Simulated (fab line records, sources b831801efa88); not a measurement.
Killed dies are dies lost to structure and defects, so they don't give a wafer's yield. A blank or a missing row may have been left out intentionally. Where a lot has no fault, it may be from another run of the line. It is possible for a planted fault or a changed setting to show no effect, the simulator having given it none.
Comparing a struck lot with a sound one :: flow gf180mcu :: 43 steps out of a route of 602
Sound: these wafers, L609.1, L609.4, L609.5. Struck: wafer L622.6 (L622.2, L622.5, from the same lot, were not struck and are left out); the cause is given at the end.
Per side, at each step with rows, come the tool, then ch with its chambers, and then its first start. Under that, the readings that differ: sound wafers :: struck wafers :: difference of the means :: sigmas: that difference in standard deviations of wafers without a fault.
alike: a reading whose means differ by less than 2 such deviations, as well as words and numbers matching on both sides. not compared: withheld readings; readings where some wafer has no value; bounds like >300 that might hide an equal value; numbers whose values overlap and for which the record gives no deviation.
Wherever a step has rows on one side only, a row that says differs or no value, or a row with sigmas, the two part there. Non-overlapping numbers with no deviation appear without sigmas and do not part them. A reading missing from all wafers of one side parts the sides only when that side holds two or more wafers.

first, 2 steps without rows for these wafers: GF_V1_ETCH_16 (etches BARC in N2/H2); GF_V1_ETCH_17 (etches SiO2 in C4F8/O2/Ar, stops on TiN, target depth 630 nm).
GF_V1_STRIP_18: strips in O2/N2.
  sound on plasma asher-02 ch 0,1, day 18 22:44; struck on plasma asher-04 ch 1, day 23 11:37
  alike: drypump motor current A, heater power w, oes product au, platen temp c
  not compared: rf hours counter h
then, 2 steps without rows for these wafers: GF_V1_STRIP_19 (strips in post etch residue remover, time 1200 s); GF_V1_CLEAN_20 (cleans in DIW).
GF_V1_SPUTTER_21: material Ti, target thk 15 nm, time 80.02 s.
  sound on pvd sputter-02 at day 18 23:18; struck on pvd sputter-04 at day 23 12:08
  alike: throttle valve pct
GF_V1_SPUTTER_22: material TiN, target thk 10 nm, time 40 s.
  sound on pvd sputter-02 at day 18 23:22; struck on pvd sputter-04 at day 23 12:13
  alike: throttle valve pct
then, 1 step without rows for these wafers: GF_V1_CVD_23 (deposits W, target thk 350 nm, time 105.05 s).
GF_V1_RS_MEAS_24: measures by four-point-probe.
  sound on film metro-04 at day 18 23:31; struck on film metro-01 at day 23 12:23
  alike: V1_W_RS
GF_V1_THK_MEAS_25: measures by xrf.
  sound on film metro-04 at day 18 23:38; struck on film metro-01 at day 23 12:29
  alike: V1_W_THK
then, 2 steps without rows for these wafers: GF_V1_CMP_26 (polishes, stops on SiO2, t overpolish 15 s, target thk 0 nm); GF_M2_SPUTTER_00 (material Ti, target thk 37.5 nm, time 150 s).
GF_M2_SPUTTER_01: material TiN, target thk 30 nm, time 25 s.
  sound on pvd sputter-03 at day 19 00:10; struck on pvd sputter-03 at day 23 12:56
  alike: throttle valve pct
then, 3 steps without rows for these wafers: GF_M2_SPUTTER_02 (material AlCu, target thk 450 nm, time 23.9 s); GF_M2_SPUTTER_03 (material Ti, target thk 10 nm, time 6.7 s); GF_M2_SPUTTER_04 (material TiN, target thk 50 nm, time 41.7 s).
GF_M2_RS_MEAS_05: measures by four-point-probe.
  sound on film metro-02 at day 19 00:17; struck on film metro-03 at day 23 13:05
reading: M2_ALCU_RS (ohm/sq)
sound: 0.0715 0.0728 0.0730
struck: 0.0691
difference: -0.0033
sigmas: -3
GF_M2_THK_MEAS_06: measures by xrf.
  sound on film metro-02 at day 19 00:25; struck on film metro-03 at day 23 13:11
reading: M2_ALCU_THK (nm)
sound: 436 428 427
struck: 457
difference: +27
sigmas: +4
then, 7 steps without rows for these wafers: GF_M2_DEHYDRATE_07 (time 60 s); GF_M2_HMDS_08 (prime time 60 s); GF_M2_COAT_09 (resist thk 1000 nm); GF_M2_SOFTBAKE_10 (time 60 s); GF_M2_EXPOSE_11 (exposes mask Metal2, target cd 280 nm); GF_M2_PEB_12 (peb time 90 s); GF_M2_DEVELOP_13 (develop time 60 s).
GF_M2_CD_MEAS_14: target cd 280 nm.
  sound on cd sem-02 at day 20 00:56; struck on cd sem-02 at day 24 11:09
  alike: cd nm
GF_M2_OVL_MEAS_15:
  sound on overlay-01 at day 20 01:03; struck on overlay-01 at day 24 11:15
  alike: M2_OVL
GF_M2_METAL_ETCH_16: etches the open film in Cl2/BCl3, stops on SiO2, target depth 750.8 nm, time 125.1 s.
  sound on rie metal-03 ch 0,1, day 20 01:05; struck on rie metal-03 ch 1, day 24 11:17
  alike: drypump motor current A, mfc cl2 sccm, oes product au, throttle valve pct
  not compared: rf hours counter h
then, 4 steps without rows for these wafers: GF_M2_STRIP_17 (strips in O2/N2); GF_M2_STRIP_18 (strips in post etch residue remover, time 1200 s); GF_M2_CLEAN_19 (cleans in DIW); GF_V2_CVD_00 (deposits SiO2, target thk 600 nm, time 100 s).
GF_V2_THK_MEAS_01:
  sound on film metro-01 at day 20 01:51; struck on film metro-03 at day 24 12:04
  alike: V2_CVD_00_THK
then, 1 step without rows for these wafers: GF_V2_CVD_02 (deposits SiO2 from TEOS, target thk 850 nm, time 94.851 s).
GF_V2_THK_MEAS_03:
  sound on film metro-01 at day 20 01:59; struck on film metro-04 at day 24 12:11
  alike: V2_CVD_02_THK
GF_V2_CMP_04: polishes SiO2.
  sound on cmp-02 ch 0,3, day 20 02:05; struck on cmp-02 ch 0, day 24 12:20
  alike: motor current A, slurry flow ml min, time to endpoint s
GF_V2_BOW_MEAS_05:
  sound on film metro-04 at day 20 02:20; struck on film metro-03 at day 24 12:34
  alike: V2_BOW
then, 5 steps without rows for these wafers: GF_V2_DEHYDRATE_06 (time 60 s); GF_V2_HMDS_07 (prime time 60 s); GF_V2_COAT_08; GF_V2_COAT_09 (resist thk 1000 nm); GF_V2_SOFTBAKE_10 (time 60 s).
-- the record jumps here: 9 days lie between the struck wafers' starts before and after (it left off in module V2 and takes up again in module PASSIVATION, whose first step shown is number 602 of the route) --
GF_PASSIVATION_PROBE_99:
  the record has rows for the struck wafers here (prober-02, day 33 01:41) and none for the sound ones

## WHERE THEY PART
At GF_M2_RS_MEAS_05 first; at GF_PASSIVATION_PROBE_99 last (within this record only).

WHY: the cause the simulator had injected
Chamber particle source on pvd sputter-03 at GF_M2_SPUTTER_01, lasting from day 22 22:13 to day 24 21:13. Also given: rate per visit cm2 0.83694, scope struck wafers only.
